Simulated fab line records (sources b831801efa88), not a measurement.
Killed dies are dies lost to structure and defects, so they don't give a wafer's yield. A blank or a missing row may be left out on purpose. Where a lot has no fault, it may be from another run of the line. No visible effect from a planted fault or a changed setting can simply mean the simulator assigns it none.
fab line records ; flow sky130
[record] lots = 5; wafers = 15; last_day = 50
route steps=708 shown SONOS_TUNNEL@160 SONOS_ONO@168 GATE_OXIDE@187 PAD_OPEN@708
lots with no fault: from the same line, run without faults
start_h: start of the lot's first displayed wafer, in hours after the record's first day ; wait_h: hours since the lot's step before ; " repeats the value in the row above ; L1.1+2: a single row standing in for several wafers ; - either no value or no given start ; * or withheld: withheld ; < > ~ a bound
route shown NAME@n: a module of which the file shows steps, and the number in the route of the first ; usual: mean/standard deviation taken from wafers without a fault ; same: alike in all rows ; chamber/n: place in a boat ; sites: per-site readings ; _std_site: the standard deviation of these ; _edge_site: inner sites' mean taken away from outer sites' mean ; radius_mm: how far each site lies from the wafer's centre ; mask NAME#n: copy n ; behind: the most recent tool/chamber to have shaped the wafer ; hold: why the lot was held/for how many hours/how that ended ; device: the transistor (n, p or np) that didn't switch ; end of line: the route-end tests of the same wafers ; for a step that has no rows: nothing shown but its recipe ; killed: not the wafer's yield, but the dies lost to structure and defects at the first sort ; map: a wafer's dies, marking killed ones x, the rest . and places with no die _
set.NAME: the setting that was run; set.NAME@STEP: the one run at that earlier step ; model.NAME: the simulator's own value behind a step, which no gauge read
certain route steps with their lots: each step a table, each wafer a row
services: a tool's chamber out of use, with start hour (start_h, from the record's first day; less than 0 if before it), hours out, and reason
[[steps]]
[step SKY_SONOS_TUNNEL_DEVELOP_06]
[recipe] resist = NOVOLAK; developer = TMAH; develop_time_s = 60; dev_temp_c = 23
[step SKY_SONOS_TUNNEL_IMPLANT_09]
[recipe] species = B; energy_kev = 20; dose_cm2 = 1e+12; tilt_deg = withheld
[step SKY_SONOS_TUNNEL_WET_ETCH_10]
[recipe] chemistry = dHF; target_depth_nm = 14; target = SiO2; dilution = 100:1; temp_c = 25; time_s = 280
[step SKY_SONOS_TUNNEL_STRIP_11]
[recipe] chemistry = SPM; time_s = 600; temp_c = 130
[step SKY_SONOS_TUNNEL_CLEAN_13]
[recipe] chemistry = dHF; time_s = 20; dilution = 100:1; dry = ipa_marangoni
[step SKY_SONOS_ONO_OXIDATION_00]
[recipe] temp_c = 800; ambient = O2; idle_temp_c = 700; ramp_up_c_per_min = 10; ramp_down_c_per_min = 3; stabilise_s = 600; purge_s = 300; target_thk_a = 26; ox_time_s = 1249
[step SKY_SONOS_ONO_CVD_02]
[recipe] material = Si3N4; precursor = DCS/NH3; target_thk_nm = 10.5; temp_c = 770; time_s = 180; pressure_mtorr = 250
[step SKY_SONOS_ONO_CVD_04]
[recipe] material = SiO2; precursor = SiH4/N2O; target_thk_nm = 5.7199; temp_c = 900; pressure_mtorr = 400
[usual] spike_tc_centre_C = 899.3/1.5; zone_power_centre_pct = 17.5/1.5; zone_power_upper_pct = 16.7/1.1
[same] time_s = 900
lot.wafer;tool;chamber;start_h;wait_h;spike_tc_centre_C;zone_power_centre_pct;zone_power_upper_pct;model.SiO2_of_SONOS_ONO_CVD_04.thk_nm
L113.2;lpcvd-03;0;264.75;0.0;899.4;19.1;15.9;5.719
L113.4;lpcvd-03;0;264.75;0.0;898.8;18.8;16.1;5.702
L113.5;lpcvd-03;0;264.75;0.0;897.6;18.5;15.6;5.748
L117.2;lpcvd-03;0;290.51;0.0;916.3;24.8;12.8;5.887
L117.3;lpcvd-03;0;290.51;0.0;916.0;25.0;12.9;5.976
L117.4;lpcvd-03;0;290.51;0.0;915.1;25.3;13.0;6.024
L118.1;lpcvd-03;0;303.41;0.1;916.4;25.5;13.0;6.305
L118.2;lpcvd-03;0;303.41;0.1;915.5;25.0;12.9;6.159
L118.3;lpcvd-03;0;303.41;0.1;917.1;24.8;12.8;5.993
L119.1;lpcvd-03;0;310.11;0.1;916.4;25.2;13.3;6.417
L119.5;lpcvd-03;0;310.11;0.1;917.5;25.0;13.0;5.883
L119.6;lpcvd-03;0;310.11;0.1;915.8;24.7;12.7;5.889
L126.1;lpcvd-03;1;377.72;0.1;901.8;15.5;18.5;5.488
L126.2;lpcvd-03;1;377.72;0.1;899.9;15.1;18.3;5.484
L126.4;lpcvd-03;1;377.72;0.1;899.6;15.5;18.2;5.6
[step SKY_SONOS_ONO_DEHYDRATE_06]
[recipe] temp_c = 200; time_s = 60
[step SKY_SONOS_ONO_HMDS_07]
[recipe] prime_time_s = 60; prime_temp_c = 120
[step SKY_SONOS_ONO_COAT_08]
[recipe] resist = NOVOLAK; spin_rpm = 3000; resist_thk_nm = 1140
[step SKY_SONOS_ONO_SOFTBAKE_09]
[recipe] temp_c = 90; time_s = 60; resist = NOVOLAK
[step SKY_SONOS_ONO_EXPOSE_10]
[recipe] mask_id = ONOM; target_cd_nm = 410; na = 0.6; source_shape = conventional; sigma_outer = 0.6; dose_mj = 150
[step SKY_SONOS_ONO_PEB_11]
[recipe] temp_c = withheld; time_s = *; resist = NOVOLAK
[step SKY_SONOS_ONO_DEVELOP_12]
[recipe] develop_time_s = 60; dev_temp_c = 23
[step SKY_SONOS_ONO_ETCH_15]
[recipe] target_depth_nm = 19.52; chemistry = CHF3/O2; source_w = 600; bias_w = 200; pressure_mtorr = 40; chf3_flow_sccm = 50; O2_flow_sccm = 5; time_s = 7.8
[step SKY_SONOS_ONO_WET_ETCH_16]
[recipe] chemistry = dHF; target_depth_nm = 14; dry = n2_spin; target = SiO2; dilution = 100:1; temp_c = 25; time_s = 280
[step SKY_SONOS_ONO_STRIP_17]
[recipe] chemistry = O2/N2; power_w = 1400; pressure_mtorr = 1500; platen_temp_c = withheld; o2_flow_sccm = 3000; n2_flow_sccm = 300; overash_fraction = 0.5
[step SKY_SONOS_ONO_WET_ETCH_18]
[recipe] chemistry = H3PO4; target_depth_nm = 15; target = Si3N4; temp_c = 160; time_s = 172
[step SKY_GATE_OXIDE_CLEAN_00]
[recipe] chemistry = SC1/SC2; mix = 1:4:20; temp_c = 70; time_s = 150; dry = n2_spin
[step SKY_GATE_OXIDE_OXIDATION_01]
[recipe] temp_c = 900; ambient = O2; stabilise_s = 600; purge_s = 300; target_thk_a = 102.68; ox_time_s = 1473
[step SKY_GATE_OXIDE_DEHYDRATE_03]
[recipe] temp_c = 200; time_s = 60
[step SKY_GATE_OXIDE_HMDS_04]
[recipe] prime_time_s = 60; prime_temp_c = 120
[step SKY_GATE_OXIDE_COAT_05]
[recipe] resist = NOVOLAK; spin_rpm = 3000; resist_thk_nm = 1140
[step SKY_GATE_OXIDE_SOFTBAKE_06]
[recipe] temp_c = 90; time_s = 60; resist = NOVOLAK
[step SKY_GATE_OXIDE_EXPOSE_07]
[recipe] mask_id = LVOM; na = 0.6; source_shape = conventional; sigma_outer = 0.6; polarization = unpolarized; target_cd_nm = 600; dose_mj = 170
[step SKY_GATE_OXIDE_PEB_08]
[recipe] temp_c = withheld; time_s = *; resist = NOVOLAK
[step SKY_GATE_OXIDE_DEVELOP_09]
[recipe] resist = NOVOLAK; developer = TMAH; develop_time_s = 60; dev_temp_c = 23
[step SKY_GATE_OXIDE_IMPLANT_11]
[recipe] species = B; energy_kev = 10; dose_cm2 = 2.6e+12; tilt_deg = withheld
[step SKY_GATE_OXIDE_WET_ETCH_12]
[recipe] chemistry = dHF; target_depth_nm = 16.8; dry = n2_spin; target = SiO2; dilution = 100:1; temp_c = 25; time_s = 336
[step SKY_GATE_OXIDE_STRIP_13]
[recipe] chemistry = O2/N2; power_w = 1400; pressure_mtorr = 1500; platen_temp_c = withheld; o2_flow_sccm = 3000; n2_flow_sccm = 300; overash_fraction = 0.5
[step SKY_GATE_OXIDE_CLEAN_15]
[recipe] chemistry = SC1/SC2; mix = 1:4:20; temp_c = 70; time_s = 150; dry = n2_spin
[same] time_s = 150
lot.wafer;tool;chamber;start_h;wait_h;model.SiO2_of_SONOS_ONO_CVD_04.thk_nm
L113.2;wet_bench-03;3;322.16;0.0;4.207
L113.4;wet_bench-03;3;322.16;0.0;4.189
L113.5;wet_bench-03;3;322.16;0.0;4.232
L117.2;wet_bench-03;1;352.31;0.0;4.382
L117.3;wet_bench-03;1;352.31;0.0;4.47
L117.4;wet_bench-03;1;352.31;0.0;4.521
L118.1;wet_bench-02;0;364.33;0.1;4.785
L118.2;wet_bench-02;0;364.33;0.1;4.642
L118.3;wet_bench-02;0;364.33;0.1;4.47
L119.1;wet_bench-04;0;372.88;0.1;4.904
L119.5;wet_bench-04;0;372.88;0.1;4.371
L119.6;wet_bench-04;0;372.88;0.1;4.379
L126.1;wet_bench-02;3;442.43;0.1;3.97
L126.2;wet_bench-02;3;442.43;0.1;3.969
L126.4;wet_bench-02;3;442.43;0.1;4.083
[step SKY_PAD_OPEN_PROBE_99]
[usual] killed_at_M0_to_M3 = 43/7; killed_at_M4_up = 3.1/1.5; killed_at_contacts = 23/4.9; killed_at_front_end = 16/3.9; killed_at_other = 0.3/0.52; killed_dies = 86/8.2; killed_open = 47/6.1; killed_short = 38/5.8
[same] gross_dies = 492; killed_at_back_side = 0
lot.wafer;tool;chamber;start_h;wait_h;killed_at_M0_to_M3;killed_at_M4_up;killed_at_contacts;killed_at_front_end;killed_at_other;killed_dies;killed_open;killed_short;model.etest.sonos_erased.drive_ua_um;model.etest.sonos_uncharged.r_on_ohm_um;model.etest.cap_ono.gate_log10_a_cm2;model.etest.cap_ono.gate_bv_v;model.etest.cap_ono.tox_acc_nm;model.etest.sonos_programmed.vt_v;model.etest.sonos_erased.vt_v;model.etest.sonos_baked.vt_v
L113.2;prober-02;-;1112.20;0.1;48;2;25;15;0;90;50;40;184.5;823.8;-7.887;16.29;12.88;1.391;-2.267;0.9417
L113.4;prober-02;-;1112.30;0.2;43;5;30;25;0;103;59;44;177.9;816.9;-7.847;15.87;12.82;1.491;-2.288;0.9689
L113.5;prober-02;-;1112.35;0.2;43;3;26;13;0;85;49;36;184.1;826.5;-7.984;16.3;12.91;1.415;-2.276;0.9654
L117.2;prober-02;-;1133.37;0.1;50;4;16;14;0;84;39;45;205.8;820.2;-8.245;16.52;13.09;1.288;-2.212;0.9007
L117.3;prober-02;-;1133.42;0.2;40;2;33;11;0;86;42;41;166.6;807.2;-8.185;16.93;13.1;1.349;-2.177;0.8607
L117.4;prober-02;-;1133.47;0.2;42;2;28;14;0;86;51;35;170.8;814.3;-8.359;17.03;13.14;1.32;-2.155;0.867
L118.1;prober-01;-;1140.01;0.1;45;0;20;20;0;85;42;43;165.4;832.4;-8.987;17.59;13.72;0.9946;-1.872;0.6965
L118.2;prober-01;-;1140.06;0.1;47;2;18;21;0;88;46;42;157.4;833.9;-8.851;17.54;13.63;1.086;-1.886;0.6997
L118.3;prober-01;-;1140.11;0.2;33;2;25;11;1;72;41;31;161.4;821.3;-8.562;17.05;13.39;1.213;-2.007;0.8244
L119.1;prober-02;-;1144.42;0.1;35;2;19;28;0;84;40;44;146.1;837.7;-8.979;17.63;13.73;1.011;-1.821;0.6633
L119.5;prober-02;-;1144.62;0.2;43;2;17;24;1;87;58;29;157.6;834;-8.537;17.09;13.29;1.258;-2.037;0.87
L119.6;prober-02;-;1144.67;0.2;59;2;20;20;0;101;54;47;173.3;827.5;-8.421;17.18;13.23;1.321;-2.071;0.8661
L126.1;prober-02;-;1189.62;0.1;39;3;24;15;0;81;46;35;187.7;806.9;-7.801;16.44;12.73;1.549;-2.292;1.051
L126.2;prober-02;-;1189.67;0.1;55;2;31;16;1;105;55;48;182.6;809.7;-7.679;16.5;12.73;1.535;-2.321;1.029
L126.4;prober-02;-;1189.77;0.2;40;4;33;16;0;93;50;43;215.2;807.8;-7.953;16.3;12.9;1.485;-2.297;0.9772
// killed by level:class
L113.2 VIA2:geometric_particle:open=9 VIA1:geometric_particle:open=7 CONTACT:geometric_particle:open=7 VIA3:geometric_particle:open=7 CONTACT:geometric_particle:short=6 METAL2:geometric_particle:short=6 POLY_GATE:geometric_particle:short=5 LI_CONTACT:geometric_particle:open=5
L113.4 LI_CONTACT:geometric_particle:open=12 CONTACT:geometric_particle:open=10 VIA3:geometric_particle:open=9 POLY_GATE:geometric_particle:open=9 METAL3:geometric_particle:short=7 POLY_GATE:geometric_particle:short=6 VIA1:geometric_particle:open=6 VIA1:geometric_particle:short=5
L113.5 VIA1:geometric_particle:open=11 CONTACT:geometric_particle:open=9 METAL2:geometric_particle:short=7 POLY_GATE:geometric_particle:open=6 LI_CONTACT:geometric_particle:open=6 VIA3:geometric_particle:open=6 VIA2:geometric_particle:open=5 VIA3:geometric_particle:short=5
L117.2 METAL1:geometric_particle:short=9 VIA1:geometric_particle:open=9 METAL3:geometric_particle:short=7 VIA2:geometric_particle:open=6 CONTACT:geometric_particle:open=6 VIA1:geometric_particle:short=6 POLY_GATE:geometric_particle:open=4 LI_CONTACT:geometric_particle:open=4
L117.3 CONTACT:geometric_particle:open=10 VIA1:geometric_particle:open=8 LOCAL_INTERCONNECT:geometric_particle:short=7 CONTACT:geometric_particle:short=7 LI_CONTACT:geometric_particle:open=6 METAL1:geometric_particle:short=6 FIELD_ISO:geometric_particle:open=5 METAL2:geometric_particle:short=5
L117.4 VIA1:geometric_particle:open=16 LI_CONTACT:geometric_particle:open=9 CONTACT:geometric_particle:open=9 VIA1:geometric_particle:short=6 CONTACT:geometric_particle:short=6 VIA3:geometric_particle:open=5 FIELD_ISO:geometric_particle:short=4 FIELD_ISO:geometric_particle:open=4
L118.1 VIA1:geometric_particle:open=11 FIELD_ISO:geometric_particle:open=8 CONTACT:geometric_particle:short=7 METAL3:geometric_particle:short=7 FIELD_ISO:geometric_particle:short=6 VIA3:geometric_particle:open=5 LI_CONTACT:geometric_particle:short=4 LI_CONTACT:geometric_particle:open=4
L118.2 VIA1:geometric_particle:open=11 FIELD_ISO:geometric_particle:short=7 FIELD_ISO:geometric_particle:open=6 METAL1:geometric_particle:short=6 CONTACT:geometric_particle:open=6 VIA3:geometric_particle:open=5 VIA1:geometric_particle:short=5 METAL2:geometric_particle:short=5
L118.3 VIA1:geometric_particle:open=13 LI_CONTACT:geometric_particle:open=8 CONTACT:geometric_particle:open=7 LOCAL_INTERCONNECT:geometric_particle:short=4 FIELD_ISO:geometric_particle:short=3 FIELD_ISO:geometric_particle:open=3 LI_CONTACT:geometric_particle:short=3 VIA1:geometric_particle:short=3
L119.1 FIELD_ISO:geometric_particle:short=9 CONTACT:geometric_particle:open=8 VIA1:geometric_particle:open=6 METAL2:geometric_particle:short=6 VIA2:geometric_particle:open=5 VIA3:geometric_particle:open=5 FIELD_ISO:geometric_particle:open=4 LI_CONTACT:geometric_particle:open=4
L119.5 VIA1:geometric_particle:open=15 CONTACT:geometric_particle:open=10 VIA2:geometric_particle:open=8 LI_CONTACT:geometric_particle:open=7 METAL2:geometric_particle:short=5 FIELD_ISO:geometric_particle:open=4 FIELD_ISO:geometric_particle:short=4 VIA3:geometric_particle:open=4
L119.6 VIA1:geometric_particle:open=14 VIA3:geometric_particle:open=10 METAL2:geometric_particle:short=8 CONTACT:geometric_particle:open=8 FIELD_ISO:geometric_particle:short=7 VIA2:geometric_particle:short=7 METAL1:geometric_particle:short=7 VIA2:geometric_particle:open=6
L126.1 VIA1:geometric_particle:open=11 VIA3:geometric_particle:open=10 CONTACT:geometric_particle:open=8 CONTACT:geometric_particle:short=8 METAL3:geometric_particle:short=5 FIELD_ISO:geometric_particle:open=4 POLY_GATE:geometric_particle:open=4 VIA2:geometric_particle:open=4
L126.2 CONTACT:geometric_particle:open=12 VIA1:geometric_particle:open=12 LI_CONTACT:geometric_particle:open=7 METAL1:geometric_particle:short=7 VIA1:geometric_particle:short=6 METAL2:geometric_particle:short=6 VIA3:geometric_particle:short=6 CONTACT:geometric_particle:short=5
L126.4 CONTACT:geometric_particle:open=18 VIA1:geometric_particle:open=9 CONTACT:geometric_particle:short=8 METAL1:geometric_particle:short=7 VIA3:geometric_particle:open=7 FIELD_ISO:geometric_particle:open=4 LI_CONTACT:geometric_particle:open=4 METAL4:geometric_particle:short=4
[[services]]
tool;chamber;start_h;hours;kind
wet_bench-04;-;393.57;2.5;repair
[[key]]
[first_sign] step = SKY_SONOS_ONO_CVD_04; reading = spike_tc_centre_C; direction = up; sigmas = 12; usual = 899.3; struck = 916.2
[effect] step = SKY_SONOS_ONO_CVD_04; reading = zone_power_centre_pct; direction = up; sigmas = 4.9; usual = 17.5; struck = 25.0
[model_effect] step = SKY_SONOS_ONO_CVD_04; value = SiO2_of_SONOS_ONO_CVD_04.thk_nm; without = 5.759; struck = 6.059
[model_effect] step = SKY_GATE_OXIDE_CLEAN_15; value = SiO2_of_SONOS_ONO_CVD_04.thk_nm; without = 4.247; struck = 4.547
[model_effect] step = SKY_PAD_OPEN_PROBE_99; value = etest.sonos_erased.drive_ua_um; without = 185.5; struck = 167.2
met_at SKY_SONOS_ONO_CVD_04
struck_wafers L117.2,L117.3,L117.4,L118.1,L118.2,L118.3,L119.1,L119.5,L119.6
tester_left_out L117,L118,L119
onset_between 264.75 290.51
[fault] kind = process_parameter_drift; tool = lpcvd-03; chamber = -; onset_h = 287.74; steps = SKY_SONOS_ONO_CVD_04; channel = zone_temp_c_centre; offset = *; shape = step; end_h = 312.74
// tester_left_out: of these lots the tester's yield and bins aren't shown, on N5 and GAA mostly nor the transistor test; their killed dies are dies lost to structure and defects alone, not to doping, threshold or leakage, so they don't give the yield
